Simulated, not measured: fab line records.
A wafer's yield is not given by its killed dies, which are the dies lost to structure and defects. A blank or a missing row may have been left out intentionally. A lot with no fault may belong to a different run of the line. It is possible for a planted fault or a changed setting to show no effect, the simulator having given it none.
Lot-split experiment -- flow gf180mcu -- 5 lots, 27 wafers read, on a route of 602 steps

THE SPLIT
At GF_STI_ETCH_14 (etches Si in HBr/Cl2/O2, target depth 360 nm, time 102.9 s), the setting time s was moved away from the recipe's 102.9 s on 12 of the 27 wafers read, by -51.6% to +39.3%. All remaining wafers had this setting at the recipe value.

No step appears in the file between the split and the reading.

THE READING
oes product au, in a.u., at GF_STI_STRIP_15 (strips in O2/N2). Fault-free wafers of this fab line usually give 0.383 a.u., standard deviation 0.0053 a.u.

wafer,"tool, chamber at the split","time s as run, s",against the recipe,"oes product au, a.u.",against lot-mates on the recipe
L075.1,"rie si-02, 0",102.9,recipe,0.382,-
L075.2,"rie si-02, 1",102.9,recipe,0.381,-
L075.3,"rie si-02, 2",64.56,-37.3%,0.398,+0.015
L075.4,"rie si-02, 3",64.56,-37.3%,0.404,+0.021
L075.5,"rie si-02, 3",102.9,recipe,0.385,-
L075.6,"rie si-02, 2",64.56,-37.3%,0.399,+0.016
L076.2,"rie si-01, 1",102.9,recipe,0.390,-
L076.4,"rie si-01, 0",102.9,recipe,0.382,-
L076.6,"rie si-01, 0",102.9,recipe,0.380,-
L078.1,"rie si-02, 3",143.3,+39.3%,0.352,-0.031
L078.2,"rie si-02, 1",102.9,recipe,0.387,-
L078.3,"rie si-02, 0",102.9,recipe,0.383,-
L078.4,"rie si-02, 2",143.3,+39.3%,0.364,-0.019
L078.5,"rie si-02, 1",102.9,recipe,0.379,-
L078.6,"rie si-02, 2",143.3,+39.3%,0.363,-0.020
L082.1,"rie si-01, 0",49.8,-51.6%,0.407,+0.026
L082.2,"rie si-01, 2",102.9,recipe,0.380,-
L082.3,"rie si-01, 1",102.9,recipe,0.386,-
L082.4,"rie si-01, 3",49.8,-51.6%,0.413,+0.032
L082.5,"rie si-01, 1",49.8,-51.6%,0.409,+0.028
L082.6,"rie si-01, 0",102.9,recipe,0.376,-
L085.1,"rie si-02, 1",54.84,-46.7%,0.417,+0.032
L085.2,"rie si-02, 0",54.84,-46.7%,0.407,+0.022
L085.3,"rie si-02, 2",102.9,recipe,0.386,-
L085.4,"rie si-02, 3",102.9,recipe,0.382,-
L085.5,"rie si-02, 2",102.9,recipe,0.386,-
L085.6,"rie si-02, 3",54.84,-46.7%,0.419,+0.034

FIT RESULTS
A straight line over all 27 wafers: oes product au changes by -0.00057 a.u. for each +1% of time s; r = -0.96; the points scatter about the line by 0.0046 a.u.
The same after taking each lot's own level away (the mean of its wafers on the recipe; 27 wafers): -0.000577 a.u. for each +1%; r = -0.97; scatter 0.0042 a.u.
On that fit, the largest move of time s shifts the reading by 0.03 a.u.
Across the lots, their own levels run from 0.3807 to 0.3847 a.u., a range of 0.8 times the standard deviation given above.
The two slopes are in agreement: the lot-to-lot level therefore moves the slope only a little.
Check: with one of the wafers moved furthest among these (-51.6%) left out of the fit, the line predicts +0.0299 a.u. for it against its lot-mates. It came out at +0.0263 a.u. against them.

OTHER SPLITS ON THESE WAFERS
These wafers also went through other splits before the reading. Each is held against what the fit with the lots' levels taken away leaves over:
other split on the same wafers,wafers away from the commonest value,r with oes product au (lot level and that fit taken away)
GF_STI_CVD_03 time s,21,-0.15

THE WHOLE CHAIN: every reading that the file lists as answering this split, in the file's order
step,what it does,reading,change (the file's fit),r (the file's)
GF_STI_ETCH_14,"etches Si in HBr/Cl2/O2, target depth 360 nm, time 102.9 s","etch.depth nm (the simulator's own value, which no gauge read)",+3.72 nm for each +1% of the setting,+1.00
GF_STI_ETCH_14,"etches Si in HBr/Cl2/O2, target depth 360 nm, time 102.9 s","STI.feature depth nm (the simulator's own value, which no gauge read)",+3.57 nm for each +1% of the setting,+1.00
GF_STI_ETCH_14,"etches Si in HBr/Cl2/O2, target depth 360 nm, time 102.9 s","KrF_of_STI_COAT_07.thk nm (the simulator's own value, which no gauge read)",-1.17 nm for each +1% of the setting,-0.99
GF_STI_STRIP_15,strips in O2/N2,oes product au,-0.000566 a.u. for each +1% of the setting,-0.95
GF_STI_STRIP_15,strips in O2/N2,strip time to endpoint s,withheld for each +1% of the setting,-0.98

FILE'S OWN FIT
oes product au changes by -0.000566 a.u. for each +1% of time s, r = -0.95.
